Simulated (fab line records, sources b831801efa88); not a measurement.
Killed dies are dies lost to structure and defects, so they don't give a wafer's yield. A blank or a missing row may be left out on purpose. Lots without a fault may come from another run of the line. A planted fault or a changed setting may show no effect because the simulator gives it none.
fab line records | flow sky130
record lots=6 wafers=18 last_day=50
route steps=708 shown SD_N@344 SD_P@359 PAD_OPEN@708
lots that met no fault: from a run of the same line without faults
start_h: hours from the record's first day to the start of the lot's first wafer shown | wait_h: hours since the lot's step before | " the same as in the row above | L1.1+2: a row that stands for several wafers | - no value, or no start given | * or withheld: withheld | < > ~ a bound
route shown NAME@n: a module of which the file shows steps, and the number in the route of the first | usual: mean/standard deviation of fault-free wafers | same: alike in all rows | chamber/n: place in a boat | sites: the reading at each site | _std_site: their standard deviation | _edge_site: outer sites' mean less inner sites' | radius_mm: how far each site lies from the wafer's centre | mask NAME#n: copy n | behind: the tool/chamber that last shaped the wafer | hold: why the lot was held/for how many hours/how that ended | device: the transistor (n, p or np) that didn't switch | end of line: the same wafers' tests at the end of the route | a step without rows: its recipe alone | killed: dies lost to structure and defects at the first sort, not the wafer's yield | map: a wafer's dies, x killed, . not, _ none there
set.NAME: the setting as run; set.NAME@STEP: as run at that earlier step | model.NAME: the simulator's own value behind a step, which no gauge read
lots at some steps of the route; a table a step, a row a wafer
services: from which hour (start_h, from the record's first day; less than 0 if before it) a tool's chamber was out of use, for how many hours, and why
## steps
# step SKY_SD_N_COAT_02
# recipe resist=NOVOLAK spin_rpm=3000 resist_thk_nm=1140
# step SKY_SD_N_SOFTBAKE_03
# recipe temp_c=90 time_s=60 resist=NOVOLAK
# step SKY_SD_N_EXPOSE_04
# recipe mask_id=NSDM na=0.6 source_shape=conventional sigma_outer=0.6 polarization=unpolarized target_cd_nm=380 dose_mj=141
# step SKY_SD_N_PEB_05
# recipe temp_c=withheld time_s=* resist=NOVOLAK
# step SKY_SD_N_DEVELOP_06
# recipe resist=NOVOLAK developer=TMAH develop_time_s=60 dev_temp_c=23
# step SKY_SD_N_CD_MEAS_07
# recipe target_cd_nm=380
# usual cd_nm=380.3/2.8
# columns lot.wafer tool chamber start_h wait_h cd_nm
L975.1 cd_sem-01 - 697.38 0.1 383.7
L975.2 " - " " 383.1
L975.6 " - " " 381.9
L977.4 cd_sem-01 - 708.82 0.1 375.6
L977.5 " - " " 375.9
L977.6 " - " " 376.0
L985.2 cd_sem-02 - 773.05 0.1 374.5
L985.4 " - " " 376.6
L985.5 " - " " 375.9
L988.4 cd_sem-02 - 787.22 0.1 381.8
L988.5 " - " " 380.4
L988.6 " - " " 379.2
L989.1 cd_sem-01 - 799.71 0.1 381.5
L989.5 " - " " 380.9
L989.6 " - " " 381.6
L993.2 cd_sem-02 - 830.03 0.1 376.4
L993.5 " - " " 373.6
L993.6 " - " " 371.3
# step SKY_SD_N_OVL_MEAS_08
# usual SD_N_OVL=0.3/1.1
# columns lot.wafer tool chamber start_h wait_h SD_N_OVL[nm]
L975.1 overlay-02 - 697.50 0.1 1.0
L975.2 " - " " -1.4
L975.6 " - " " -0.4
L977.4 overlay-01 - 708.90 0.1 1.0
L977.5 " - " " -1.0
L977.6 " - " " 0.4
L985.2 overlay-01 - 773.15 0.1 1.3
L985.4 " - " " 0.2
L985.5 " - " " 0.5
L988.4 overlay-01 - 787.30 0.1 0.8
L988.5 " - " " 1.4
L988.6 " - " " 1.4
L989.1 overlay-01 - 799.83 0.1 1.3
L989.5 " - " " -1.9
L989.6 " - " " 1.2
L993.2 overlay-02 - 830.14 0.1 0.2
L993.5 " - " " 1.6
L993.6 " - " " 0.3
# step SKY_SD_N_IMPLANT_09
# recipe species=As energy_kev=50 dose_cm2=4e+15 tilt_deg=0
# step SKY_SD_N_IMPLANT_10
# recipe species=P energy_kev=20 dose_cm2=1e+14 tilt_deg=0
# step SKY_SD_N_STRIP_11
# recipe chemistry=O2/N2 power_w=1400 pressure_mtorr=1500 platen_temp_c=withheld o2_flow_sccm=3000 n2_flow_sccm=300 overash_fraction=0.5
# usual chamber_pressure_mTorr=1500.1/1.3 drypump_motor_current_A=5.7/0.39 oes_product_au=0.528/0.0044 strip_time_to_endpoint_s=22.55/0.04
# columns lot.wafer tool chamber start_h wait_h chamber_pressure_mTorr drypump_motor_current_A oes_product_au rf_hours_counter_h strip_time_to_endpoint_s
L975.1 plasma_asher-04 0 697.83 0.1 1500.0 5.3 0.526 98 22.56
L975.2 " 1 " " 1497.0 5.6 0.530 98 22.55
L975.6 " 0 " " 1499.2 5.3 0.530 - 22.55
L977.4 plasma_asher-04 0 709.25 0.1 1500.5 5.3 0.522 - 22.54
L977.5 " 1 " " 1501.4 5.7 0.527 - 22.53
L977.6 " 0 " " 1499.4 5.3 0.525 - 22.56
L985.2 plasma_asher-02 0 773.48 0.1 1499.8 6.4 0.533 35 22.55
L985.4 " 0 " " 1499.4 6.3 0.526 - 22.54
L985.5 " 0 " " 1501.1 6.4 0.527 - 22.58
L988.4 plasma_asher-04 0 787.65 0.1 1502.9 5.3 0.527 - 22.53
L988.5 " 0 " " 1501.7 5.3 0.531 - 22.55
L988.6 " 1 " " 1499.3 5.7 0.525 - 22.53
L989.1 plasma_asher-01 0 800.17 0.1 1501.6 5.8 0.526 69 22.51
L989.5 " 0 " " 1499.7 5.8 0.528 - 22.51
L989.6 " 1 " " 1498.0 5.7 0.528 - 22.51
L993.2 plasma_asher-02 1 830.47 0.1 1500.5 5.2 0.524 41 22.58
L993.5 " 0 " " 1499.7 6.4 0.536 - 22.58
L993.6 " 1 " " 1499.8 5.2 0.525 - 22.60
# step SKY_SD_N_TW_MEAS_12
# usual SD_N_TW=3990/28
# columns lot.wafer tool chamber start_h wait_h SD_N_TW
L975.1 film_metro-02 - 697.93 0.1 3946
L975.2 " - " " 3969
L975.6 " - " " 3943
L977.4 film_metro-03 - 709.35 0.1 3972
L977.5 " - " " 3963
L977.6 " - " " 3970
L985.2 film_metro-03 - 773.59 0.1 3976
L985.4 " - " " 3990
L985.5 " - " " 3994
L988.4 film_metro-03 - 787.75 0.1 4004
L988.5 " - " " 3996
L988.6 " - " " 3994
L989.1 film_metro-03 - 800.27 0.1 3997
L989.5 " - " " 3996
L989.6 " - " " 4015
L993.2 film_metro-02 - 830.58 0.1 3883
L993.5 " - " " 3904
L993.6 " - " " 3907
# step SKY_SD_N_CLEAN_13
# recipe chemistry=SC1/SC2 mix=1:4:20 temp_c=70 time_s=150 dry=n2_spin
# step SKY_SD_N_RTA_14
# recipe temp_c=1075 time_s=2 idle_temp_c=650 ramp_up_c_per_s=150 ramp_down_c_per_s=90 ambient=N2
# usual lamp_power_pct=15.74/0.052 wafer_temp_C_max=1077.8/1.2
# columns lot.wafer tool chamber start_h wait_h lamp_power_pct wafer_temp_C_max
L975.1 rtp_anneal-02 0 698.05 0.0 15.06 1078.1
L975.2 " 0 " " 15.16 1077.1
L975.6 " 0 " " 14.96 1078.7
L977.4 rtp_anneal-02 0 709.46 0.0 15.06 1077.2
L977.5 " 0 " " 15.03 1079.8
L977.6 " 0 " " 15.08 1076.1
L985.2 rtp_anneal-02 0 773.70 0.0 15.83 1080.1
L985.4 " 0 " " 15.72 1079.1
L985.5 " 0 " " 15.74 1077.1
L988.4 rtp_anneal-01 0 787.86 0.0 15.82 1078.8
L988.5 " 0 " " 15.64 1077.0
L988.6 " 0 " " 15.74 1074.5
L989.1 rtp_anneal-02 0 800.38 0.0 15.75 1078.7
L989.5 " 0 " " 15.71 1077.4
L989.6 " 0 " " 15.72 1077.3
L993.2 rtp_anneal-02 0 830.69 0.0 15.71 1076.9
L993.5 " 0 " " 15.79 1078.2
L993.6 " 0 " " 15.62 1076.1
# step SKY_SD_N_RS_MEAS_16
# recipe thk_meas_gauge=four-point-probe
# usual SD_N_RS=68.56/0.081
# columns lot.wafer tool chamber start_h wait_h hold SD_N_RS[ohm/sq]
L975.1 film_metro-03 - 698.22 0.1 await_dispo/0.2h/release 71.69
L975.2 " - " " await_dispo/0.2h/release 71.65
L975.6 " - " " await_dispo/0.2h/release 71.73
L975.1 film_metro-03 - 698.58 0.3 - 71.63
L975.2 " - " " - 71.74
L975.6 " - " " - 71.65
L977.4 film_metro-02 - 709.67 0.1 await_dispo/0.2h/release 71.81
L977.5 " - " " await_dispo/0.2h/release 71.77
L977.6 " - " " await_dispo/0.2h/release 71.74
L977.4 film_metro-02 - 710.03 0.3 - 71.72
L977.5 " - " " - 71.72
L977.6 " - " " - 71.59
L985.2 film_metro-01 - 773.89 0.1 - 68.60
L985.4 " - " " - 68.68
L985.5 " - " " - 68.59
L988.4 film_metro-01 - 788.06 0.1 - 68.66
L988.5 " - " " - 68.49
L988.6 " - " " - 68.53
L989.1 film_metro-02 - 800.56 0.1 - 68.72
L989.5 " - " " - 68.53
L989.6 " - " " - 68.57
L993.2 film_metro-03 - 830.87 0.1 - 68.62
L993.5 " - " " - 68.65
L993.6 " - " " - 68.59
# step SKY_SD_N_RS_MEAS_17
# recipe thk_meas_gauge=four-point-probe
# usual SD_P_RS=147.1/0.35
# columns lot.wafer tool chamber start_h wait_h hold SD_P_RS[ohm/sq]
L975.1 film_metro-03 - 706.69 8.1 await_dispo/0.2h/release 165.4
L975.2 " - " " await_dispo/0.2h/release 165.1
L975.6 " - " " await_dispo/0.2h/release 165.4
L975.1 film_metro-03 - 706.97 0.3 - 165.0
L975.2 " - " " - 165.5
L975.6 " - " " - 165.2
L977.4 film_metro-02 - 714.91 4.9 await_dispo/0.2h/release 165.4
L977.5 " - " " await_dispo/0.2h/release 164.9
L977.6 " - " " await_dispo/0.2h/release 165.1
L977.4 film_metro-02 - 715.29 0.4 - 165.7
L977.5 " - " " - 165.5
L977.6 " - " " - 165.5
L985.2 film_metro-01 - 774.01 0.1 - 147.8
L985.4 " - " " - 147.3
L985.5 " - " " - 147.3
L988.4 film_metro-01 - 788.18 0.1 - 146.5
L988.5 " - " " - 146.8
L988.6 " - " " - 147.0
L989.1 film_metro-02 - 800.68 0.1 - 147.2
L989.5 " - " " - 147.0
L989.6 " - " " - 147.1
L993.2 film_metro-03 - 830.99 0.1 - 146.9
L993.5 " - " " - 147.5
L993.6 " - " " - 147.1
# step SKY_PAD_OPEN_PROBE_99
# usual defect_limited_yield=82.5/2 killed_at_M0_to_M3=43/7.1 killed_at_M4_up=3.3/2 killed_at_contacts=24/5.1 killed_at_front_end=15/4.6 killed_at_other=0.3/0.6 killed_dies=86/9.6 killed_open=46/7.3 killed_short=39/6.7 sort_bin_3_pad_short=0.9/0.44 sort_bin_5_function=10.4/1.5 sort_bin_6_memory=6.2/1.1 sort_n_pass=406/9.6 sort_yield_pct=82.5/2
# same gross_dies=492 killed_at_back_side=0 sort_bin_4_leakage[%]=0 sort_bin_8_speed[%]=0
# columns lot.wafer tool chamber start_h wait_h defect_limited_yield[%] killed_at_M0_to_M3 killed_at_M4_up killed_at_contacts killed_at_front_end killed_at_other killed_dies killed_open killed_short sort_bin_3_pad_short[%] sort_bin_5_function[%] sort_bin_6_memory[%] sort_n_pass sort_yield_pct[%]
L988.4 prober-01 - 1177.98 0.2 84.1 36 2 18 22 0 78 48 30 0.4 9.6 5.9 414 84.1
L988.5 prober-01 - 1178.03 0.2 80.3 41 4 22 30 0 97 49 48 0.8 12.6 6.3 395 80.3
L988.6 prober-01 - 1178.08 0.2 85.0 36 3 20 15 0 74 45 29 0.6 8.7 5.7 418 85.0
L989.1 prober-02 - 1182.88 0.1 81.3 52 3 26 11 0 92 39 52 1.0 11.4 6.3 400 81.3
L989.5 prober-02 - 1183.08 0.2 85.0 31 3 26 13 1 74 37 36 0.8 10.0 4.3 418 85.0
L989.6 prober-02 - 1183.13 0.2 81.9 54 0 18 16 1 89 40 47 1.4 10.6 6.1 403 81.9
# killed by level:class
L988.4 CONTACT:geometric_particle:open=12 VIA2:geometric_particle:open=9 METAL1:geometric_particle:short=8 POLY_GATE:geometric_particle:open=6 POLY_GATE:geometric_particle:short=5 VIA3:geometric_particle:open=5 FIELD_ISO:geometric_particle:open=4 LI_CONTACT:geometric_particle:open=4
L988.5 FIELD_ISO:geometric_particle:short=10 VIA2:geometric_particle:open=8 VIA1:geometric_particle:open=8 FIELD_ISO:geometric_particle:open=7 LI_CONTACT:geometric_particle:open=7 CONTACT:geometric_particle:short=6 POLY_GATE:geometric_particle:short=5 METAL2:geometric_particle:short=5
L988.6 VIA1:geometric_particle:open=9 VIA2:geometric_particle:open=8 VIA3:geometric_particle:open=6 CONTACT:geometric_particle:short=5 FIELD_ISO:geometric_particle:open=4 POLY_GATE:geometric_particle:open=4 LI_CONTACT:geometric_particle:open=4 LOCAL_INTERCONNECT:geometric_particle:short=4
L989.1 VIA1:geometric_particle:short=14 METAL1:geometric_particle:short=10 CONTACT:geometric_particle:open=10 VIA1:geometric_particle:open=8 LOCAL_INTERCONNECT:geometric_particle:short=7 POLY_GATE:geometric_particle:short=6 VIA3:geometric_particle:open=5 METAL2:geometric_particle:short=5
L989.5 LI_CONTACT:geometric_particle:open=8 VIA1:geometric_particle:open=8 CONTACT:geometric_particle:open=7 METAL1:geometric_particle:short=7 LI_CONTACT:geometric_particle:short=4 CONTACT:geometric_particle:short=4 VIA2:geometric_particle:short=4 SPACER:geometric_particle:open=3
L989.6 METAL1:geometric_particle:short=13 VIA1:geometric_particle:open=9 CONTACT:geometric_particle:open=6 VIA1:geometric_particle:short=6 VIA3:geometric_particle:open=6 LI_CONTACT:geometric_particle:open=5 FIELD_ISO:geometric_particle:short=4 VIA2:geometric_particle:open=4
## services
# columns tool chamber start_h hours kind
plasma_asher-02 - 675.09 2.7 repair
plasma_asher-04 - 733.75 9.0 pm
plasma_asher-04 0 733.75 9.0 vent_cycle
plasma_asher-04 1 733.75 9.0 vent_cycle
plasma_asher-04 0 742.75 - clean
plasma_asher-04 1 742.75 - clean
plasma_asher-02 - 797.45 2.8 pm
## key
first_sign step=SKY_SD_N_RTA_14 reading=lamp_power_pct direction=down sigmas=13 usual=15.74 struck=15.06
effect step=SKY_SD_N_RS_MEAS_16 reading=visit direction=added
effect step=SKY_SD_N_RS_MEAS_16 reading=SD_N_RS direction=up sigmas=39 usual=68.56 struck=71.73
effect step=SKY_SD_N_RS_MEAS_17 reading=visit direction=added
effect step=SKY_SD_N_RS_MEAS_17 reading=SD_P_RS direction=up sigmas=51 usual=147.1 struck=165.2
met_at SKY_SD_N_RTA_14
struck_wafers L975.1,L975.2,L975.6,L977.4,L977.5,L977.6
scrapped_behind SKY_SD_N_RS_MEAS_17 L975.1,L975.2,L975.6,L977.4,L977.5,L977.6
fault kind=process_parameter_drift tool=rtp_anneal-02 chamber=- onset_h=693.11 steps=SKY_SD_N_RTA_14 channel=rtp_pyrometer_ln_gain offset=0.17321 shape=step end_h=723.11
